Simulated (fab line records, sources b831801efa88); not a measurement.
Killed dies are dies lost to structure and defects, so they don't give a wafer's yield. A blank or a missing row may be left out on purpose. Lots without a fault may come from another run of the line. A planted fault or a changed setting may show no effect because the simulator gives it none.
fab line records | flow sky130
record lots=13 wafers=39 last_day=49
route steps=708 shown CONTACT@409 METAL1@435 PAD_OPEN@708
lots that met no fault: from a run of the same line without faults
start_h: hours from the record's first day to the start of the lot's first wafer shown | wait_h: hours since the lot's step before | " the same as in the row above | L1.1+2: a row that stands for several wafers | - no value, or no start given | * or withheld: withheld | < > ~ a bound
route shown NAME@n: a module of which the file shows steps, and the number in the route of the first | usual: mean/standard deviation of fault-free wafers | same: alike in all rows | chamber/n: place in a boat | sites: the reading at each site | _std_site: their standard deviation | _edge_site: outer sites' mean less inner sites' | radius_mm: how far each site lies from the wafer's centre | mask NAME#n: copy n | behind: the tool/chamber that last shaped the wafer | hold: why the lot was held/for how many hours/how that ended | device: the transistor (n, p or np) that didn't switch | end of line: the same wafers' tests at the end of the route | a step without rows: its recipe alone | killed: dies lost to structure and defects at the first sort, not the wafer's yield | map: a wafer's dies, x killed, . not, _ none there
set.NAME: the setting as run; set.NAME@STEP: as run at that earlier step | model.NAME: the simulator's own value behind a step, which no gauge read
steps of the route over a sample of lots; a table a step, a row a wafer
services: from which hour (start_h, from the record's first day; less than 0 if before it) a tool's chamber was out of use, for how many hours, and why
## steps
# step SKY_CONTACT_THK_MEAS_03
# recipe reads=SiO2_of_CONTACT_HDPCVD_02
# usual CONTACT_HDPCVD_THK=565/5.2
# columns lot.wafer tool chamber start_h wait_h CONTACT_HDPCVD_THK[nm]
L502.1 film_metro-03 - 705.80 0.0 561
L502.3 " - " " 564
L502.4 " - " " 560
L503.4 film_metro-02 - 708.42 0.1 563
L503.5 " - " " 560
L503.6 " - " " 562
L504.3 film_metro-01 - 735.32 0.1 554
L504.5 " - " " 568
L504.6 " - " " 560
L505.1 film_metro-03 - 735.96 0.0 565
L505.3 " - " " 567
L505.4 " - " " 563
L506.2 film_metro-01 - 736.51 0.0 568
L506.3 " - " " 568
L506.4 " - " " 571
L507.3 film_metro-01 - 747.59 0.1 563
L507.4 " - " " 562
L507.6 " - " " 561
L508.1 film_metro-02 - 755.40 0.0 569
L508.3 " - " " 564
L508.6 " - " " 565
L509.3 film_metro-03 - 767.42 0.1 555
L509.4 " - " " 560
L509.6 " - " " 563
L511.1 film_metro-02 - 783.64 0.0 571
L511.2 " - " " 571
L511.4 " - " " 573
L512.2 film_metro-02 - 793.80 0.0 567
L512.5 " - " " 560
L512.6 " - " " 563
L518.3 film_metro-01 - 836.01 0.1 560
L518.5 " - " " 566
L518.6 " - " " 557
L519.1 film_metro-02 - 842.27 0.0 571
L519.3 " - " " 572
L519.6 " - " " 565
L522.1 film_metro-01 - 860.19 0.0 569
L522.4 " - " " 571
L522.6 " - " " 560
# step SKY_CONTACT_RS_MEAS_25
# recipe thk_meas_gauge=four-point-probe reads=W_of_CONTACT_CVD_24+TiN_of_CONTACT_SPUTTER_23
# usual CONTACT_W_RS=0.339/0.0035
# columns lot.wafer tool chamber start_h wait_h CONTACT_W_RS[ohm/sq]
L502.1 film_metro-03 - 735.53 0.1 0.341
L502.3 " - " " 0.339
L502.4 " - " " 0.336
L503.4 film_metro-01 - 737.62 0.1 0.349
L503.5 " - " " 0.348
L503.6 " - " " 0.347
L504.3 film_metro-03 - 763.76 0.1 0.342
L504.5 " - " " 0.337
L504.6 " - " " 0.338
L505.1 film_metro-01 - 764.19 0.1 0.338
L505.3 " - " " 0.340
L505.4 " - " " 0.339
L506.2 film_metro-03 - 765.02 0.1 0.344
L506.3 " - " " 0.341
L506.4 " - " " 0.344
L507.3 film_metro-01 - 775.97 0.1 0.338
L507.4 " - " " 0.335
L507.6 " - " " 0.334
L508.1 film_metro-03 - 783.53 0.1 0.340
L508.3 " - " " 0.338
L508.6 " - " " 0.340
L509.3 film_metro-03 - 795.65 0.1 0.338
L509.4 " - " " 0.342
L509.6 " - " " 0.340
L511.1 film_metro-02 - 811.53 0.1 0.339
L511.2 " - " " 0.341
L511.4 " - " " 0.340
L512.2 film_metro-03 - 821.59 0.1 0.340
L512.5 " - " " 0.336
L512.6 " - " " 0.341
L518.3 film_metro-01 - 863.62 0.1 0.343
L518.5 " - " " 0.345
L518.6 " - " " 0.339
L519.1 film_metro-01 - 869.02 0.1 0.337
L519.3 " - " " 0.335
L519.6 " - " " 0.336
L522.1 film_metro-02 - 887.36 0.1 0.334
L522.4 " - " " 0.338
L522.6 " - " " 0.342
# step SKY_METAL1_SPUTTER_01
# recipe material=TiN target_thk_nm=20 power_w=6500 time_s=16.7 chamber_pressure_pa=0.4
# usual cathode_dc_power_W=6500.0/1.1 throttle_valve_pct=30.1/0.85
# columns lot.wafer tool chamber start_h wait_h cathode_dc_power_W throttle_valve_pct
L502.1 pvd_sputter-02 - 736.03 0.0 6500.5 30.8
L502.3 " - " " 6499.2 30.5
L502.4 " - " " 6500.9 29.2
L503.4 pvd_sputter-04 - 738.06 0.0 6499.9 30.9
L503.5 " - " " 6498.8 30.8
L503.6 " - " " 6499.6 28.9
L504.3 pvd_sputter-02 - 764.23 0.0 6500.0 29.4
L504.5 " - " " 6498.5 30.8
L504.6 " - " " 6501.2 31.0
L505.1 pvd_sputter-02 - 764.97 0.0 6499.8 30.9
L505.3 " - " " 6499.0 29.1
L505.4 " - " " 6499.3 29.6
L506.2 pvd_sputter-01 - 765.87 0.0 6500.6 29.2
L506.3 " - " " 6500.2 30.2
L506.4 " - " " 6500.7 30.2
L507.3 pvd_sputter-04 - 776.44 0.0 6499.8 30.9
L507.4 " - " " 6500.0 29.0
L507.6 " - " " 6501.5 30.7
L508.1 pvd_sputter-01 - 784.03 0.0 6500.2 31.5
L508.3 " - " " 6497.2 28.6
L508.6 " - " " 6501.2 30.3
L509.3 pvd_sputter-02 - 796.11 0.0 6501.5 31.0
L509.4 " - " " 6499.6 29.3
L509.6 " - " " 6500.6 29.4
L511.1 pvd_sputter-01 - 812.03 0.0 6499.0 31.3
L511.2 " - " " 6500.3 29.0
L511.4 " - " " 6499.4 29.0
L512.2 pvd_sputter-02 - 822.07 0.0 6500.4 30.7
L512.5 " - " " 6500.7 30.6
L512.6 " - " " 6501.4 29.2
L518.3 pvd_sputter-01 - 864.08 0.0 7116.0 29.6
L518.5 " - " " 6501.1 30.2
L518.6 " - " " 7114.2 29.2
L519.1 pvd_sputter-01 - 869.52 0.0 7115.5 29.4
L519.3 " - " " 6498.5 29.0
L519.6 " - " " 7115.2 29.1
L522.1 pvd_sputter-04 - 887.86 0.0 6498.2 30.7
L522.4 " - " " 6499.3 30.9
L522.6 " - " " 6501.5 31.0
# step SKY_METAL1_SPUTTER_04
# recipe material=TiN target_thk_nm=70 power_w=6500 time_s=58.3 chamber_pressure_pa=0.4
# usual cathode_dc_power_W=6500.0/1.2 throttle_valve_pct=30.1/0.86
# columns lot.wafer tool chamber start_h wait_h cathode_dc_power_W throttle_valve_pct
L502.1 pvd_sputter-02 - 736.10 0.0 6500.8 31.1
L502.3 " - " " 6499.3 30.5
L502.4 " - " " 6501.2 29.0
L503.4 pvd_sputter-04 - 738.13 0.0 6501.1 30.9
L503.5 " - " " 6502.5 30.8
L503.6 " - " " 6501.4 28.8
L504.3 pvd_sputter-02 - 764.29 0.0 6499.5 29.4
L504.5 " - " " 6501.0 30.6
L504.6 " - " " 6498.6 31.0
L505.1 pvd_sputter-02 - 765.04 0.0 6500.1 30.8
L505.3 " - " " 6500.3 29.1
L505.4 " - " " 6500.0 29.4
L506.2 pvd_sputter-01 - 765.94 0.0 6501.1 29.2
L506.3 " - " " 6501.0 30.5
L506.4 " - " " 6500.7 30.4
L507.3 pvd_sputter-04 - 776.50 0.0 6499.3 30.7
L507.4 " - " " 6499.2 29.3
L507.6 " - " " 6498.6 30.7
L508.1 pvd_sputter-01 - 784.10 0.0 6498.8 31.3
L508.3 " - " " 6500.8 29.0
L508.6 " - " " 6499.1 30.0
L509.3 pvd_sputter-02 - 796.18 0.0 6499.2 30.8
L509.4 " - " " 6500.1 29.2
L509.6 " - " " 6501.9 29.5
L511.1 pvd_sputter-01 - 812.10 0.0 6500.8 31.2
L511.2 " - " " 6499.1 29.0
L511.4 " - " " 6498.9 29.5
L512.2 pvd_sputter-02 - 822.14 0.0 6501.1 30.7
L512.5 " - " " 6499.2 31.0
L512.6 " - " " 6498.7 28.9
L518.3 pvd_sputter-01 - 864.15 0.0 6500.4 29.5
L518.5 " - " " 6498.8 30.3
L518.6 " - " " 6499.5 29.3
L519.1 pvd_sputter-01 - 869.59 0.0 6499.7 29.1
L519.3 " - " " 6500.3 28.8
L519.6 " - " " 6498.5 29.4
L522.1 pvd_sputter-04 - 887.93 0.0 6500.9 30.6
L522.4 " - " " 6497.4 30.9
L522.6 " - " " 6500.5 30.8
# step SKY_PAD_OPEN_PROBE_99
# usual defect_limited_yield=82.6/2.1 killed_at_M0_to_M3=44/7.5 killed_at_M4_up=3.1/1.7 killed_at_contacts=24/6.2 killed_at_front_end=15/4.2 killed_at_other=0.4/0.58 killed_dies=85/10 killed_open=47/7.7 killed_short=38/6.4 sort_bin_3_pad_short=0.8/0.41 sort_bin_5_function=10.3/1.7 sort_bin_6_memory=6.2/1.1 sort_n_pass=407/10 sort_yield_pct=82.6/2.1
# same gross_dies=492 killed_at_back_side=0 sort_bin_4_leakage[%]=0 sort_bin_8_speed[%]=0
# columns lot.wafer tool chamber start_h wait_h defect_limited_yield[%] killed_at_M0_to_M3 killed_at_M4_up killed_at_contacts killed_at_front_end killed_at_other killed_dies killed_open killed_short sort_bin_3_pad_short[%] sort_bin_5_function[%] sort_bin_6_memory[%] sort_n_pass sort_yield_pct[%]
L503.4 prober-02 - 1073.61 0.2 83.1 52 5 20 6 0 83 59 24 0.8 9.3 6.7 409 83.1
L503.5 prober-02 - 1073.66 0.2 85.6 37 3 16 15 0 71 42 29 0.2 10.0 4.3 421 85.6
L503.6 prober-02 - 1073.71 0.2 80.9 47 2 33 12 0 94 60 34 1.4 8.5 9.1 398 80.9
L504.3 prober-01 - 1094.14 0.2 81.5 52 3 19 16 1 91 50 39 0.4 10.8 7.3 401 81.5
L504.5 prober-01 - 1094.24 0.2 84.1 43 2 15 17 1 78 36 42 0.4 7.7 7.7 414 84.1
L504.6 prober-01 - 1094.29 0.2 85.2 31 1 22 19 0 73 41 32 0.8 7.9 6.1 419 85.2
L506.2 prober-01 - 1095.59 0.1 82.1 45 2 28 12 1 88 54 34 1.0 11.4 5.5 404 82.1
L506.3 prober-01 - 1095.64 0.2 82.1 44 4 26 13 1 88 51 37 1.8 8.7 7.3 404 82.1
L506.4 prober-01 - 1095.69 0.2 80.5 49 1 24 22 0 96 55 41 1.0 12.8 5.7 396 80.5
L507.3 prober-02 - 1103.72 0.2 83.7 31 5 21 21 2 80 43 37 1.0 9.3 5.9 412 83.7
L507.4 prober-02 - 1103.77 0.2 80.1 56 3 32 7 0 98 62 36 1.2 12.2 6.5 394 80.1
L507.6 prober-02 - 1103.87 0.2 81.7 49 4 23 13 1 90 50 40 1.2 12.4 4.7 402 81.7
L508.1 prober-01 - 1108.23 0.1 83.3 29 5 30 18 0 82 46 36 1.0 10.6 5.1 410 83.3
L508.3 prober-01 - 1108.33 0.2 86.6 30 3 20 13 0 66 38 28 0.2 7.3 5.9 426 86.6
L508.6 prober-01 - 1108.48 0.2 84.1 26 4 22 23 3 78 43 32 1.0 9.6 5.3 414 84.1
L509.3 prober-01 - 1123.58 0.2 84.6 41 2 17 16 0 76 37 37 0.6 9.6 5.3 416 84.6
L509.4 prober-01 - 1123.63 0.2 81.5 46 4 18 23 0 91 51 39 0.6 11.8 6.1 401 81.5
L509.6 prober-01 - 1123.73 0.2 81.3 42 4 20 25 1 92 50 42 1.0 11.8 5.9 400 81.3
L511.1 prober-02 - 1129.90 0.1 81.3 35 5 37 15 0 92 45 47 0.4 13.2 5.1 400 81.3
L511.2 prober-02 - 1129.95 0.1 84.1 43 2 25 8 0 78 43 35 0.2 9.8 5.9 414 84.1
L511.4 prober-02 - 1130.05 0.2 81.3 49 7 25 11 0 92 53 38 0.6 11.0 7.1 400 81.3
L519.1 prober-02 - 1171.70 0.1 83.5 40 2 26 13 0 81 43 38 0.8 8.9 6.7 411 83.5
L519.3 prober-02 - 1171.80 0.2 80.5 50 2 27 17 0 96 47 49 0.4 13.2 5.9 396 80.5
L519.6 prober-02 - 1171.95 0.2 83.1 42 2 22 16 1 83 39 44 0.8 8.3 7.7 409 83.1
L522.1 prober-01 - 1183.29 0.1 84.3 41 3 18 15 0 77 45 32 0.4 9.3 5.9 415 84.3
L522.4 prober-01 - 1183.44 0.2 85.0 38 3 19 14 0 74 39 34 0.8 9.1 5.1 418 85.0
L522.6 prober-01 - 1183.54 0.2 82.3 44 2 25 16 0 87 46 41 1.2 10.6 5.9 405 82.3
# killed by level:class
L503.4 VIA2:geometric_particle:open=13 VIA1:geometric_particle:open=11 VIA3:geometric_particle:open=10 LI_CONTACT:geometric_particle:open=7 CONTACT:geometric_particle:open=7 METAL1:geometric_particle:short=4 CONTACT:geometric_particle:short=3 METAL1:geometric_particle:open=3
L503.5 VIA1:geometric_particle:open=14 VIA3:geometric_particle:open=9 CONTACT:geometric_particle:open=6 FIELD_ISO:geometric_particle:short=5 LI_CONTACT:geometric_particle:open=4 POLY_GATE:geometric_particle:short=4 VIA2:geometric_particle:open=4 METAL1:geometric_particle:short=3
L503.6 VIA1:geometric_particle:open=12 CONTACT:geometric_particle:open=11 LI_CONTACT:geometric_particle:open=9 VIA3:geometric_particle:open=8 FIELD_ISO:geometric_particle:open=7 VIA2:geometric_particle:open=6 LOCAL_INTERCONNECT:geometric_particle:short=5 METAL2:geometric_particle:short=5
L504.3 VIA1:geometric_particle:open=15 CONTACT:geometric_particle:open=10 VIA1:geometric_particle:short=7 METAL2:geometric_particle:short=7 VIA2:geometric_particle:open=6 FIELD_ISO:geometric_particle:open=4 LI_CONTACT:geometric_particle:open=4 METAL2:geometric_particle:open=4
L504.5 VIA1:geometric_particle:open=8 VIA1:geometric_particle:short=8 VIA2:geometric_particle:open=8 FIELD_ISO:geometric_particle:short=5 LI_CONTACT:geometric_particle:open=5 FIELD_ISO:geometric_particle:open=4 LOCAL_INTERCONNECT:geometric_particle:short=4 METAL2:geometric_particle:short=4
L504.6 VIA1:geometric_particle:open=11 CONTACT:geometric_particle:open=9 FIELD_ISO:geometric_particle:short=6 FIELD_ISO:geometric_particle:open=5 LI_CONTACT:geometric_particle:open=4 VIA1:geometric_particle:short=4 VIA3:geometric_particle:open=4 POLY_GATE:geometric_particle:open=3
L506.2 VIA1:geometric_particle:open=13 CONTACT:geometric_particle:open=11 VIA3:geometric_particle:open=8 LI_CONTACT:geometric_particle:open=7 METAL1:geometric_particle:short=6 CONTACT:geometric_particle:short=4 METAL2:geometric_particle:short=4 POLY_GATE:geometric_particle:short=3
L506.3 VIA1:geometric_particle:open=15 LI_CONTACT:geometric_particle:open=9 VIA2:geometric_particle:open=6 CONTACT:geometric_particle:short=6 VIA3:geometric_particle:open=6 LOCAL_INTERCONNECT:geometric_particle:short=5 VIA1:geometric_particle:short=4 METAL2:geometric_particle:short=4
L506.4 VIA1:geometric_particle:open=13 CONTACT:geometric_particle:open=10 POLY_GATE:geometric_particle:open=7 METAL2:geometric_particle:short=7 VIA3:geometric_particle:open=6 POLY_GATE:geometric_particle:short=4 LI_CONTACT:geometric_particle:open=4 LOCAL_INTERCONNECT:geometric_particle:short=4
L507.3 VIA1:geometric_particle:open=11 FIELD_ISO:geometric_particle:open=7 CONTACT:geometric_particle:open=7 VIA3:geometric_particle:open=6 FIELD_ISO:geometric_particle:short=5 LOCAL_INTERCONNECT:geometric_particle:short=5 METAL4:geometric_particle:short=5 POLY_GATE:geometric_particle:short=4
L507.4 VIA1:geometric_particle:open=13 CONTACT:geometric_particle:open=13 VIA3:geometric_particle:open=11 LI_CONTACT:geometric_particle:open=8 VIA2:geometric_particle:open=7 VIA2:geometric_particle:short=6 CONTACT:geometric_particle:short=6 VIA3:geometric_particle:short=5
L507.6 VIA1:geometric_particle:open=13 METAL1:geometric_particle:short=10 CONTACT:geometric_particle:open=9 POLY_GATE:geometric_particle:open=5 VIA3:geometric_particle:open=5 FIELD_ISO:geometric_particle:open=4 VIA2:geometric_particle:open=4 LI_CONTACT:geometric_particle:open=4
L508.1 VIA1:geometric_particle:open=13 CONTACT:geometric_particle:open=8 LOCAL_INTERCONNECT:geometric_particle:short=7 FIELD_ISO:geometric_particle:short=6 FIELD_ISO:geometric_particle:open=6 CONTACT:geometric_particle:short=5 METAL4:geometric_particle:short=5 LOCAL_INTERCONNECT:geometric_particle:open=4
L508.3 VIA1:geometric_particle:open=11 CONTACT:geometric_particle:short=7 FIELD_ISO:geometric_particle:open=5 CONTACT:geometric_particle:open=5 METAL1:geometric_particle:short=5 LI_CONTACT:geometric_particle:open=4 VIA3:geometric_particle:open=4 POLY_GATE:geometric_particle:open=3
L508.6 CONTACT:geometric_particle:open=10 VIA2:geometric_particle:open=7 POLY_GATE:geometric_particle:short=6 LI_CONTACT:geometric_particle:open=6 FIELD_ISO:geometric_particle:short=5 POLY_GATE:geometric_particle:open=4 VIA1:geometric_particle:open=4 METAL4:geometric_particle:short=3
L509.3 METAL2:geometric_particle:short=9 VIA1:geometric_particle:open=8 POLY_GATE:geometric_particle:open=5 METAL1:geometric_particle:short=5 VIA2:geometric_particle:open=5 VIA3:geometric_particle:open=5 LOCAL_INTERCONNECT:geometric_particle:short=4 LI_CONTACT:geometric_particle:open=4
L509.4 VIA1:geometric_particle:open=13 VIA3:geometric_particle:open=7 LI_CONTACT:geometric_particle:open=6 VIA2:geometric_particle:open=6 POLY_GATE:geometric_particle:short=5 POLY_GATE:geometric_particle:open=5 CONTACT:geometric_particle:open=5 METAL1:geometric_particle:short=5
L509.6 VIA3:geometric_particle:open=10 VIA2:geometric_particle:open=9 FIELD_ISO:geometric_particle:open=6 POLY_GATE:geometric_particle:open=5 METAL1:geometric_particle:short=5 LI_CONTACT:geometric_particle:open=5 CONTACT:geometric_particle:short=5 POLY_GATE:geometric_particle:short=4
L511.1 CONTACT:geometric_particle:open=16 LOCAL_INTERCONNECT:geometric_particle:short=9 METAL1:geometric_particle:short=7 CONTACT:geometric_particle:short=6 VIA1:geometric_particle:open=6 POLY_GATE:geometric_particle:open=5 METAL2:geometric_particle:short=5 VIA3:geometric_particle:open=5
L511.2 CONTACT:geometric_particle:open=13 VIA1:geometric_particle:open=10 VIA1:geometric_particle:short=6 METAL2:geometric_particle:short=6 METAL1:geometric_particle:short=5 LI_CONTACT:geometric_particle:open=4 LOCAL_INTERCONNECT:geometric_particle:short=4 VIA2:geometric_particle:open=4
L511.4 VIA1:geometric_particle:open=23 CONTACT:geometric_particle:open=12 LOCAL_INTERCONNECT:geometric_particle:short=6 POLY_GATE:geometric_particle:short=5 METAL1:geometric_particle:short=5 VIA3:geometric_particle:open=5 METAL4:geometric_particle:short=5 VIA1:geometric_particle:short=4
L519.1 VIA1:geometric_particle:open=12 CONTACT:geometric_particle:open=11 CONTACT:geometric_particle:short=6 VIA3:geometric_particle:open=6 LI_CONTACT:geometric_particle:open=5 METAL1:geometric_particle:short=5 METAL2:geometric_particle:short=5 SPACER:geometric_particle:short=4
L519.3 METAL1:geometric_particle:short=12 CONTACT:geometric_particle:short=8 VIA1:geometric_particle:open=8 VIA2:geometric_particle:open=8 LI_CONTACT:geometric_particle:open=7 CONTACT:geometric_particle:open=7 VIA1:geometric_particle:short=6 FIELD_ISO:geometric_particle:open=4
L519.6 VIA1:geometric_particle:open=8 METAL1:geometric_particle:short=7 METAL2:geometric_particle:short=7 VIA3:geometric_particle:open=7 CONTACT:geometric_particle:open=6 LI_CONTACT:geometric_particle:open=5 CONTACT:geometric_particle:short=5 POLY_GATE:geometric_particle:open=4
L522.1 VIA1:geometric_particle:open=8 LI_CONTACT:geometric_particle:open=7 VIA3:geometric_particle:open=7 FIELD_ISO:geometric_particle:short=6 POLY_GATE:geometric_particle:open=4 LOCAL_INTERCONNECT:geometric_particle:short=4 CONTACT:geometric_particle:open=4 VIA2:geometric_particle:open=4
L522.4 VIA1:geometric_particle:open=9 CONTACT:geometric_particle:open=8 LI_CONTACT:geometric_particle:open=5 METAL1:geometric_particle:short=5 VIA1:geometric_particle:short=5 VIA2:geometric_particle:open=5 CONTACT:geometric_particle:short=4 METAL2:geometric_particle:short=4
L522.6 CONTACT:geometric_particle:open=10 VIA1:geometric_particle:open=9 VIA3:geometric_particle:open=7 CONTACT:geometric_particle:short=6 VIA1:geometric_particle:short=6 FIELD_ISO:geometric_particle:short=5 METAL2:geometric_particle:short=5 POLY_GATE:geometric_particle:open=4
## services
# columns tool chamber start_h hours kind
pvd_sputter-04 - 730.83 1.4 repair
pvd_sputter-01 - 838.35 1.6 repair
## key
first_sign step=SKY_METAL1_SPUTTER_01 reading=cathode_dc_power_W direction=up sigmas=99+ usual=6500.0 struck=7115.2
effect none on later readings
met_at SKY_METAL1_SPUTTER_01
struck_lots L518,L519
struck_wafers L518.3,L518.6,L519.1,L519.6
not_acting_at SKY_CONTACT_THK_MEAS_03,SKY_CONTACT_RS_MEAS_25,SKY_METAL1_SPUTTER_04
onset_between 812.03 864.08
fault kind=process_parameter_drift tool=pvd_sputter-01 chamber=- onset_h=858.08 steps=SKY_METAL1_SPUTTER_01 channel=power_w offset=* shape=step end_h=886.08 acts_in=* stated=* scope=struck_wafers_only
